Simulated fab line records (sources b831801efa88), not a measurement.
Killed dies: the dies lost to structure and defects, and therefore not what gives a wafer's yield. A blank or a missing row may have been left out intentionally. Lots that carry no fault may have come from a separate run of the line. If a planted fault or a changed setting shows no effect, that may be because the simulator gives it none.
fab line records    flow sky130
record: lots: 6  wafers: 18  lastDay: 50
route steps=708 shown VT_ADJUST_LVTN@109 VT_ADJUST_NCORE@119 PAD_OPEN@708
lots untouched by any fault: they come from a run of this same line in which no faults occurred
startH: hours from the record's first day to the start of the lot's first wafer shown    waitH: hours elapsed since this lot's preceding step    " the same as in the row above    L1.1+2: a row that stands for several wafers    - no value present, or no start provided    * or withheld: withheld    < > ~ a bound
route shown NAME@n: NAME is a module with steps in the file, n the number in the route of the first one    usual: mean/standard deviation of fault-free wafers    same: alike in all rows    chamber/n: place in a boat    sites: per-site readings    _std_site: standard deviation across them    _edge_site: the outer-site mean with the inner-site mean subtracted    radiusMm: for every site, how far away it sits from the centre of the wafer    mask NAME#n: copy n    behind: the most recent tool/chamber to have shaped the wafer    hold: reason for holding the lot/hours on hold/outcome of the hold    device: whichever transistor did not switch (one of n, p or np)    end of line: the route-end tests of the same wafers    a step without rows: its recipe alone    killed: the dies lost at the first sort to structure and to defects; this is not the yield of the wafer    map: the dies of a wafer, with x for killed, . for not killed, _ for no die there
set.NAME: the run value of the setting; set.NAME@STEP: its run value at that earlier step    model.NAME: the simulator's own value behind a step, which no gauge read
lots at some steps of the route; a table a step, a row a wafer
services: from which hour (startH, from the record's first day; less than 0 if before it) a tool's chamber was out of use, for how many hours, and why
== steps ==
step: SKY_VT_ADJUST_LVTN_HMDS_12
recipe: primeTimeS: 60  primeTempC: 120
step: SKY_VT_ADJUST_LVTN_COAT_13
recipe: resist: NOVOLAK  spinRpm: 3000  resistThkNm: 1140
step: SKY_VT_ADJUST_LVTN_SOFTBAKE_14
recipe: tempC: 90  timeS: 60  resist: NOVOLAK
step: SKY_VT_ADJUST_LVTN_EXPOSE_15
recipe: maskId: HVN_STD_DERIVED  na: 0.6  sourceShape: conventional  sigmaOuter: 0.6  polarization: unpolarized  targetCdNm: 600  doseMj: 163
step: SKY_VT_ADJUST_LVTN_PEB_16
recipe: tempC: withheld  timeS: *  resist: NOVOLAK
step: SKY_VT_ADJUST_LVTN_DEVELOP_17
recipe: resist: NOVOLAK  developer: TMAH  developTimeS: 60  devTempC: 23
step: SKY_VT_ADJUST_LVTN_OVL_MEAS_18
usual: VT_ADJUST_LVTN_01_OVL: 1.2/1.4
lot.wafer  tool        chamber  startH  waitH  VT_ADJUST_LVTN_01_OVL[nm]
L815.1     overlay-02  -        159.98  0.1    3.1
L815.2     "           -        "       "      2.4
L815.6     "           -        "       "      2.8
L822.1     overlay-01  -        211.60  0.1    -1.4
L822.3     "           -        "       "      0.4
L822.5     "           -        "       "      -1.6
L827.1     overlay-02  -        243.30  0.1    1.8
L827.2     "           -        "       "      3.3
L827.4     "           -        "       "      2.8
L835.1     overlay-01  -        295.95  0.1    0.1
L835.3     "           -        "       "      0.4
L835.4     "           -        "       "      1.0
L836.1     overlay-02  -        302.50  0.1    1.4
L836.3     "           -        "       "      2.0
L836.4     "           -        "       "      0.8
L838.2     overlay-01  -        321.71  0.1    1.1
L838.3     "           -        "       "      1.5
L838.4     "           -        "       "      0.7
step: SKY_VT_ADJUST_LVTN_IMPLANT_19
recipe: species: B  energyKev: 30  doseCm2: 6.5e+11  tiltDeg: withheld
step: SKY_VT_ADJUST_LVTN_STRIP_20
recipe: chemistry: O2/N2  powerW: 1400  pressureMtorr: 1500  platenTempC: withheld  o2FlowSccm: 3000  n2FlowSccm: 300  overashFraction: 0.5
usual: chamberPressureMTorr: 1499.8/1.4  drypumpMotorCurrentA: 5.5/0.36  oesProductAu: 0.715/0.0048  stripTimeToEndpointS: 14.19/0.043
lot.wafer  tool            chamber  startH  waitH  chamberPressureMTorr  drypumpMotorCurrentA  oesProductAu  rfHoursCounterH  stripTimeToEndpointS
L815.1     plasmaAsher-03  1        160.17  0.1    1500.6                5.7                   0.714         4                14.17
L815.2     "               0        "       "      1499.1                5.6                   0.721         4                14.19
L815.6     "               1        "       "      1501.1                5.7                   0.725         -                14.20
L822.1     plasmaAsher-03  1        211.79  0.1    1498.9                5.7                   0.717         9                14.17
L822.3     "               0        "       "      1499.5                5.6                   0.709         -                14.18
L822.5     "               0        "       "      1499.0                5.6                   0.718         -                14.16
L827.1     plasmaAsher-01  1        243.49  0.1    1499.3                4.9                   0.716         44               14.26
L827.2     "               0        "       "      1497.2                5.4                   0.715         44               14.18
L827.4     "               0        "       "      1499.6                5.4                   0.720         -                14.15
L835.1     plasmaAsher-01  1        296.14  0.1    1500.4                4.9                   0.715         49               14.29
L835.3     "               0        "       "      1501.7                5.4                   0.716         -                14.25
L835.4     "               1        "       "      1497.1                4.9                   0.723         -                14.28
L836.1     plasmaAsher-02  0        302.69  0.1    1499.4                6.0                   0.717         60               14.19
L836.3     "               1        "       "      1500.4                5.4                   0.707         -                14.16
L836.4     "               0        "       "      1500.5                6.0                   0.706         -                14.23
L838.2     plasmaAsher-02  0        321.89  0.1    1499.9                6.0                   0.718         62               14.21
L838.3     "               0        "       "      1501.9                6.0                   0.717         -                14.26
L838.4     "               1        "       "      1500.0                5.4                   0.715         -                14.22
step: SKY_VT_ADJUST_LVTN_TW_MEAS_21
usual: VT_ADJUST_LVTN_2_TW: 189.3/0.87
lot.wafer  tool          chamber  startH  waitH  VT_ADJUST_LVTN_2_TW
L815.1     filmMetro-02  -        160.27  0.1    190.2
L815.2     "             -        "       "      190.1
L815.6     "             -        "       "      189.9
L822.1     filmMetro-03  -        211.89  0.1    190.8
L822.3     "             -        "       "      189.2
L822.5     "             -        "       "      190.0
L827.1     filmMetro-03  -        243.59  0.1    189.1
L827.2     "             -        "       "      189.0
L827.4     "             -        "       "      189.0
L835.1     filmMetro-03  -        296.24  0.1    188.3
L835.3     "             -        "       "      189.2
L835.4     "             -        "       "      189.4
L836.1     filmMetro-01  -        302.79  0.1    188.5
L836.3     "             -        "       "      190.1
L836.4     "             -        "       "      189.7
L838.2     filmMetro-02  -        322.00  0.1    188.1
L838.3     "             -        "       "      188.3
L838.4     "             -        "       "      189.3
step: SKY_VT_ADJUST_NCORE_DEHYDRATE_00
recipe: tempC: 200  timeS: 60
step: SKY_VT_ADJUST_NCORE_HMDS_01
recipe: primeTimeS: 60  primeTempC: 120
step: SKY_VT_ADJUST_NCORE_COAT_02
recipe: resist: NOVOLAK  spinRpm: 3000  resistThkNm: 1140
usual: chillPlateTempC: 23.00/0.11  dispensePressureKPa: 50.2/2.7  resistLineTempC: 22.99/0.11  spinSpeedRpm: 3000.2/1.8
lot.wafer  tool           chamber  startH  waitH  chillPlateTempC  dispensePressureKPa  resistLineTempC  spinSpeedRpm  model.NOVOLAK_of_VT_ADJUST_NCORE_COAT_02.thkNm
L815.1     lithoTrack-04  0        170.17  0.1    23.00            49.5                 23.09            3001.6        1143
L815.2     "              0        "       "      22.95            49.5                 22.97            3000.9        1143
L815.6     "              0        "       "      22.89            49.5                 23.11            3001.9        1140
L822.1     lithoTrack-01  0        222.73  0.1    22.98            54.7                 23.27            2999.3        1138
L822.3     "              0        "       "      23.04            54.7                 23.20            3000.7        1136
L822.5     "              0        "       "      22.80            54.7                 23.17            2999.6        1136
L827.1     lithoTrack-02  0        254.75  0.1    22.91            47.9                 22.98            3000.1        1144
L827.2     "              0        "       "      22.99            47.9                 22.71            3001.0        1146
L827.4     "              0        "       "      22.78            47.9                 22.78            2999.5        1147
L835.1     lithoTrack-02  0        308.55  0.1    22.85            47.9                 23.16            2643.4        1214
L835.3     "              0        "       "      22.86            47.9                 23.08            2641.3        1215
L835.4     "              0        "       "      22.97            47.9                 23.08            2639.5        1215
L836.1     lithoTrack-02  0        315.65  0.1    22.92            47.9                 22.96            2646.5        1213
L836.3     "              0        "       "      23.00            47.9                 23.19            2642.8        1216
L836.4     "              0        "       "      22.86            47.9                 23.00            2647.3        1217
L838.2     lithoTrack-04  0        334.54  0.1    23.20            49.5                 22.95            3001.5        1136
L838.3     "              0        "       "      23.04            49.6                 22.82            2999.6        1141
L838.4     "              0        "       "      23.14            49.6                 22.96            2999.4        1142
step: SKY_VT_ADJUST_NCORE_SOFTBAKE_03
recipe: tempC: 90  timeS: 60  resist: NOVOLAK
step: SKY_VT_ADJUST_NCORE_EXPOSE_04
recipe: maskId: LVTN_COMPLEMENT_THIN  na: 0.6  sourceShape: conventional  sigmaOuter: 0.6  polarization: unpolarized  targetCdNm: 380  doseMj: 139
step: SKY_VT_ADJUST_NCORE_PEB_05
recipe: tempC: withheld  timeS: *  resist: NOVOLAK
step: SKY_VT_ADJUST_NCORE_DEVELOP_06
recipe: resist: NOVOLAK  developer: TMAH  developTimeS: 60  devTempC: 23
usual: chillPlateTempC: 23.02/0.12  resistLineTempC: 23.00/0.099
lot.wafer  tool           chamber  startH  waitH  chillPlateTempC  resistLineTempC  model.NOVOLAK_of_VT_ADJUST_NCORE_COAT_02.thkNm
L815.1     lithoTrack-04  0        180.71  0.1    23.00            22.98            1142
L815.2     "              0        "       "      22.87            23.12            1143
L815.6     "              0        "       "      22.84            22.95            1140
L822.1     lithoTrack-02  0        234.20  0.1    22.95            23.10            1138
L822.3     "              0        "       "      23.07            23.04            1136
L822.5     "              0        "       "      23.07            23.00            1135
L827.1     lithoTrack-01  0        267.18  0.1    22.87            22.86            1144
L827.2     "              0        "       "      22.96            22.86            1146
L827.4     "              0        "       "      22.99            22.81            1147
L835.1     lithoTrack-01  0        322.33  0.1    23.18            22.93            1214
L835.3     "              0        "       "      22.97            23.06            1215
L835.4     "              0        "       "      23.09            22.84            1214
L836.1     lithoTrack-02  0        328.40  0.1    23.09            23.01            1213
L836.3     "              0        "       "      23.25            22.96            1215
L836.4     "              0        "       "      23.21            23.13            1216
L838.2     lithoTrack-02  0        348.17  0.1    23.17            23.01            1136
L838.3     "              0        "       "      22.91            23.10            1141
L838.4     "              0        "       "      22.87            22.92            1141
step: SKY_VT_ADJUST_NCORE_CD_MEAS_07
recipe: targetCdNm: 380
usual: cdNm: 379.6/2.8
lot.wafer  tool      chamber  startH  waitH  cdNm
L815.1     cdSem-02  -        180.86  0.1    382.7
L815.2     "         -        "       "      384.7
L815.6     "         -        "       "      385.3
L822.1     cdSem-01  -        234.35  0.1    380.8
L822.3     "         -        "       "      379.4
L822.5     "         -        "       "      379.9
L827.1     cdSem-01  -        267.33  0.1    378.0
L827.2     "         -        "       "      378.2
L827.4     "         -        "       "      378.3
L835.1     cdSem-01  -        322.48  0.1    374.0
L835.3     "         -        "       "      376.0
L835.4     "         -        "       "      373.2
L836.1     cdSem-01  -        328.55  0.1    377.2
L836.3     "         -        "       "      375.0
L836.4     "         -        "       "      374.6
L838.2     cdSem-02  -        348.32  0.1    375.2
L838.3     "         -        "       "      374.3
L838.4     "         -        "       "      376.7
step: SKY_VT_ADJUST_NCORE_OVL_MEAS_08
usual: VT_ADJUST_NCORE_OVL: -0.2/1.4
lot.wafer  tool        chamber  startH  waitH  VT_ADJUST_NCORE_OVL[nm]
L815.1     overlay-01  -        180.98  0.1    -0.9
L815.2     "           -        "       "      -1.2
L815.6     "           -        "       "      -2.4
L822.1     overlay-02  -        234.47  0.1    -2.1
L822.3     "           -        "       "      -0.9
L822.5     "           -        "       "      0.7
L827.1     overlay-02  -        267.45  0.1    -1.1
L827.2     "           -        "       "      -1.1
L827.4     "           -        "       "      -0.9
L835.1     overlay-02  -        322.60  0.1    0.7
L835.3     "           -        "       "      -1.2
L835.4     "           -        "       "      -1.4
L836.1     overlay-01  -        328.67  0.1    -0.2
L836.3     "           -        "       "      -0.5
L836.4     "           -        "       "      1.3
L838.2     overlay-02  -        348.43  0.1    -1.6
L838.3     "           -        "       "      -1.4
L838.4     "           -        "       "      -1.7
step: SKY_VT_ADJUST_NCORE_IMPLANT_09
recipe: species: B  energyKev: 10  doseCm2: 2.4e+12  tiltDeg: withheld
step: SKY_VT_ADJUST_NCORE_STRIP_10
recipe: chemistry: O2/N2  powerW: 1400  pressureMtorr: 1500  platenTempC: withheld  o2FlowSccm: 3000  n2FlowSccm: 300  overashFraction: 0.5
usual: chamberPressureMTorr: 1500.0/1.3  drypumpMotorCurrentA: 5.29/0.28  oesProductAu: 0.715/0.0043  stripTimeToEndpointS: 14.18/0.042
lot.wafer  tool            chamber  startH  waitH  chamberPressureMTorr  drypumpMotorCurrentA  oesProductAu  rfHoursCounterH  stripTimeToEndpointS
L815.1     plasmaAsher-03  0        181.17  0.1    1502.3                5.62                  0.712         6                14.20
L815.2     "               1        "       "      1500.6                5.70                  0.719         6                14.20
L815.6     "               0        "       "      1500.0                5.61                  0.717         -                14.16
L822.1     plasmaAsher-01  0        234.66  0.1    1499.5                5.44                  0.711         43               14.16
L822.3     "               1        "       "      1500.6                4.84                  0.721         -                14.13
L822.5     "               1        "       "      1500.9                4.86                  0.720         -                14.13
L827.1     plasmaAsher-01  0        267.64  0.1    1499.1                5.43                  0.724         46               14.22
L827.2     "               1        "       "      1499.7                4.86                  0.718         46               14.26
L827.4     "               0        "       "      1500.6                5.44                  0.710         -                14.27
L835.1     plasmaAsher-04  1        322.79  0.1    1500.0                5.35                  0.718         63               15.02
L835.3     "               0        "       "      1500.2                5.09                  0.721         -                15.02
L835.4     "               1        "       "      1500.2                5.37                  0.714         -                15.01
L836.1     plasmaAsher-01  1        328.86  0.1    1498.9                4.87                  0.718         52               15.00
L836.3     "               1        "       "      1502.7                4.85                  0.714         -                15.03
L836.4     "               0        "       "      1502.4                5.45                  0.710         -                15.04
L838.2     plasmaAsher-04  1        348.61  0.1    1500.1                5.36                  0.718         66               14.13
L838.3     "               1        "       "      1500.8                5.38                  0.726         -                14.18
L838.4     "               0        "       "      1501.6                5.10                  0.715         -                14.20
step: SKY_VT_ADJUST_NCORE_TW_MEAS_11
usual: VT_ADJUST_NCORE_TW: 221.1/1.1
lot.wafer  tool          chamber  startH  waitH  VT_ADJUST_NCORE_TW
L815.1     filmMetro-03  -        181.27  0.1    222.2
L815.2     "             -        "       "      222.3
L815.6     "             -        "       "      221.2
L822.1     filmMetro-03  -        234.76  0.1    223.0
L822.3     "             -        "       "      220.9
L822.5     "             -        "       "      221.7
L827.1     filmMetro-03  -        267.74  0.1    220.2
L827.2     "             -        "       "      220.7
L827.4     "             -        "       "      219.9
L835.1     filmMetro-02  -        322.89  0.1    220.6
L835.3     "             -        "       "      219.7
L835.4     "             -        "       "      219.6
L836.1     filmMetro-04  -        328.96  0.1    222.7
L836.3     "             -        "       "      223.3
L836.4     "             -        "       "      222.1
L838.2     filmMetro-03  -        348.72  0.1    219.3
L838.3     "             -        "       "      219.4
L838.4     "             -        "       "      220.4
step: SKY_PAD_OPEN_PROBE_99
usual: killed_at_M0_to_M3: 43/6.9  killed_at_M4_up: 3.1/1.8  killedAtContacts: 24/5.1  killedAtFrontEnd: 15/4.8  killedAtOther: 0.3/0.48  killedDies: 86/8.9  killedOpen: 47/6.8  killedShort: 39/6.3
same: grossDies: 492  killedAtBackSide: 0
lot.wafer  tool       chamber  startH   waitH  killed_at_M0_to_M3  killed_at_M4_up  killedAtContacts  killedAtFrontEnd  killedAtOther  killedDies  killedOpen  killedShort
L815.1     prober-02  -        1069.15  0.1    43                  1                25                13                1              83          49          34
L815.2     prober-02  -        1069.20  0.1    51                  4                23                13                0              91          54          37
L815.6     prober-02  -        1069.40  0.2    46                  3                16                19                0              84          41          43
L822.1     prober-01  -        1126.28  0.1    53                  3                24                21                0              101         55          46
L822.3     prober-01  -        1126.38  0.2    40                  2                28                12                0              82          41          41
L822.5     prober-01  -        1126.48  0.2    25                  3                25                15                1              69          40          29
L827.1     prober-02  -        1148.47  0.1    45                  4                36                10                0              95          47          48
L827.2     prober-02  -        1148.52  0.1    53                  2                22                11                0              88          53          35
L827.4     prober-02  -        1148.62  0.2    32                  1                28                12                1              74          42          32
L835.1     prober-02  -        1189.02  0.1    47                  3                20                18                0              88          42          46
L835.3     prober-02  -        1189.12  0.2    58                  5                24                13                0              100         60          39
L835.4     prober-02  -        1189.17  0.2    42                  1                20                18                0              81          44          37
L836.1     prober-01  -        1189.33  0.1    42                  3                24                14                0              83          39          44
L836.3     prober-01  -        1189.43  0.2    43                  4                24                17                0              88          50          38
L836.4     prober-01  -        1189.48  0.2    37                  4                22                14                0              77          43          34
L838.2     prober-01  -        1197.95  0.1    49                  1                26                18                0              94          44          50
L838.3     prober-01  -        1198.00  0.2    50                  3                18                18                0              89          47          42
L838.4     prober-01  -        1198.05  0.2    35                  5                25                17                0              82          42          39
killed by level:class
L815.1 VIA1:geometricParticle:open=12 CONTACT:geometricParticle:open=11 VIA3:geometricParticle:open=9 CONTACT:geometricParticle:short=8 METAL1:geometricParticle:short=7 FIELD_ISO:geometricParticle:open=5 METAL3:geometricParticle:short=4 POLY_GATE:geometricParticle:open=3
L815.2 VIA1:geometricParticle:open=10 VIA2:geometricParticle:open=10 LI_CONTACT:geometricParticle:open=9 CONTACT:geometricParticle:short=6 METAL3:geometricParticle:short=6 CONTACT:geometricParticle:open=5 METAL2:geometricParticle:open=5 VIA3:geometricParticle:open=5
L815.6 METAL2:geometricParticle:short=9 CONTACT:geometricParticle:open=8 VIA1:geometricParticle:open=7 VIA2:geometricParticle:open=7 FIELD_ISO:geometricParticle:open=6 VIA3:geometricParticle:open=5 FIELD_ISO:geometricParticle:short=4 POLY_GATE:geometricParticle:open=4
L822.1 VIA3:geometricParticle:open=13 VIA2:geometricParticle:open=10 FIELD_ISO:geometricParticle:short=7 LOCAL_INTERCONNECT:geometricParticle:short=7 LI_CONTACT:geometricParticle:open=7 VIA1:geometricParticle:open=7 FIELD_ISO:geometricParticle:open=6 METAL1:geometricParticle:short=6
L822.3 CONTACT:geometricParticle:open=10 VIA1:geometricParticle:open=9 METAL3:geometricParticle:short=7 LI_CONTACT:geometricParticle:open=6 CONTACT:geometricParticle:short=6 VIA2:geometricParticle:open=6 VIA1:geometricParticle:short=4 FIELD_ISO:geometricParticle:open=3
L822.5 CONTACT:geometricParticle:open=15 METAL2:geometricParticle:short=8 LI_CONTACT:geometricParticle:open=7 FIELD_ISO:geometricParticle:open=4 POLY_GATE:geometricParticle:short=4 VIA1:geometricParticle:open=4 METAL1:geometricParticle:short=4 VIA2:geometricParticle:open=4
L827.1 VIA1:geometricParticle:open=14 LI_CONTACT:geometricParticle:open=12 METAL1:geometricParticle:short=11 CONTACT:geometricParticle:open=10 CONTACT:geometricParticle:short=7 LOCAL_INTERCONNECT:geometricParticle:short=4 METAL2:geometricParticle:short=4 VIA1:geometricParticle:short=4
L827.2 VIA1:geometricParticle:open=14 VIA3:geometricParticle:open=10 LI_CONTACT:geometricParticle:open=7 METAL2:geometricParticle:short=7 CONTACT:geometricParticle:open=7 VIA1:geometricParticle:short=5 METAL1:geometricParticle:short=5 VIA2:geometricParticle:open=5
L827.4 CONTACT:geometricParticle:open=15 VIA3:geometricParticle:open=7 LOCAL_INTERCONNECT:geometricParticle:short=5 METAL2:geometricParticle:short=5 VIA2:geometricParticle:open=5 METAL1:geometricParticle:short=4 FIELD_ISO:geometricParticle:short=3 POLY_GATE:geometricParticle:open=3
L835.1 VIA1:geometricParticle:open=8 CONTACT:geometricParticle:open=8 FIELD_ISO:geometricParticle:short=7 VIA2:geometricParticle:open=6 METAL1:geometricParticle:short=6 VIA3:geometricParticle:open=6 VIA1:geometricParticle:short=5 FIELD_ISO:geometricParticle:open=4
L835.3 VIA1:geometricParticle:open=15 CONTACT:geometricParticle:open=12 METAL1:geometricParticle:short=10 VIA3:geometricParticle:open=6 LI_CONTACT:geometricParticle:open=5 METAL2:geometricParticle:short=5 VIA2:geometricParticle:open=5 FIELD_ISO:geometricParticle:open=4
L835.4 VIA1:geometricParticle:open=11 LOCAL_INTERCONNECT:geometricParticle:short=7 VIA2:geometricParticle:open=7 VIA3:geometricParticle:open=5 LI_CONTACT:geometricParticle:open=5 FIELD_ISO:geometricParticle:short=4 POLY_GATE:geometricParticle:short=4 CONTACT:geometricParticle:open=4
L836.1 FIELD_ISO:geometricParticle:short=7 LI_CONTACT:geometricParticle:open=7 VIA3:geometricParticle:open=7 CONTACT:geometricParticle:open=7 VIA1:geometricParticle:open=6 VIA2:geometricParticle:short=6 METAL1:geometricParticle:short=5 FIELD_ISO:geometricParticle:open=4
L836.3 VIA1:geometricParticle:open=12 CONTACT:geometricParticle:open=9 METAL2:geometricParticle:short=7 VIA2:geometricParticle:open=6 FIELD_ISO:geometricParticle:open=5 VIA1:geometricParticle:short=5 LOCAL_INTERCONNECT:geometricParticle:short=4 CONTACT:geometricParticle:short=4
L836.4 CONTACT:geometricParticle:open=9 VIA1:geometricParticle:open=9 LI_CONTACT:geometricParticle:open=6 METAL1:geometricParticle:short=6 VIA1:geometricParticle:short=6 FIELD_ISO:geometricParticle:open=5 METAL2:geometricParticle:short=4 POLY_GATE:geometricParticle:open=3
L838.2 METAL2:geometricParticle:short=11 VIA1:geometricParticle:open=8 LOCAL_INTERCONNECT:geometricParticle:short=7 METAL1:geometricParticle:short=6 CONTACT:geometricParticle:open=6 CONTACT:geometricParticle:short=5 VIA2:geometricParticle:open=5 VIA3:geometricParticle:open=5
L838.3 VIA1:geometricParticle:open=10 CONTACT:geometricParticle:open=8 METAL2:geometricParticle:short=8 METAL1:geometricParticle:short=7 METAL3:geometricParticle:short=6 FIELD_ISO:geometricParticle:open=5 VIA3:geometricParticle:open=5 VIA2:geometricParticle:open=5
L838.4 VIA1:geometricParticle:open=9 LI_CONTACT:geometricParticle:open=8 METAL2:geometricParticle:short=7 FIELD_ISO:geometricParticle:short=6 POLY_GATE:geometricParticle:short=6 CONTACT:geometricParticle:open=6 VIA2:geometricParticle:open=6 VIA3:geometricParticle:open=5
== services ==
tool            chamber  startH  hours  kind
plasmaAsher-04  -        178.44  7.0    repair
plasmaAsher-04  -        206.04  1.6    repair
plasmaAsher-03  -        322.17  3.6    repair
plasmaAsher-03  -        340.89  4.2    repair
== key ==
firstSign: step: SKY_VT_ADJUST_NCORE_COAT_02  reading: spinSpeedRpm  direction: down  sigmas: 99+  usual: 3000.2  struck: 2643.5
effect: step: SKY_VT_ADJUST_NCORE_CD_MEAS_07  reading: cdNm  direction: down  sigmas: 1.7  usual: 379.6  struck: 375.0
effect: step: SKY_VT_ADJUST_NCORE_STRIP_10  reading: stripTimeToEndpointS  direction: up  sigmas: 20  usual: *  struck: *
modelEffect: step: SKY_VT_ADJUST_NCORE_COAT_02  value: NOVOLAK_of_VT_ADJUST_NCORE_COAT_02.thkNm  without: 1140  struck: 1215
modelEffect: step: SKY_VT_ADJUST_NCORE_DEVELOP_06  value: NOVOLAK_of_VT_ADJUST_NCORE_COAT_02.thkNm  without: 1140  struck: 1215
metAt SKY_VT_ADJUST_NCORE_COAT_02
struckWafers L835.1,L835.3,L835.4,L836.1,L836.3,L836.4
testerLeftOut L835,L836
onsetBetween 254.75 308.55
fault: kind: processParameterDrift  tool: lithoTrack-02  chamber: -  onsetH: 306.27  steps: SKY_VT_ADJUST_NCORE_COAT_02  channel: spinRpm  offset: -357.15  shape: step  endH: 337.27  actsIn: theseRecipesOnly  stated: 3000
testerLeftOut: of these lots the tester's yield and bins aren't shown, on N5 and GAA mostly nor the transistor test; their killed dies are dies lost to structure and defects alone, not to doping, threshold or leakage, so they don't give the yield
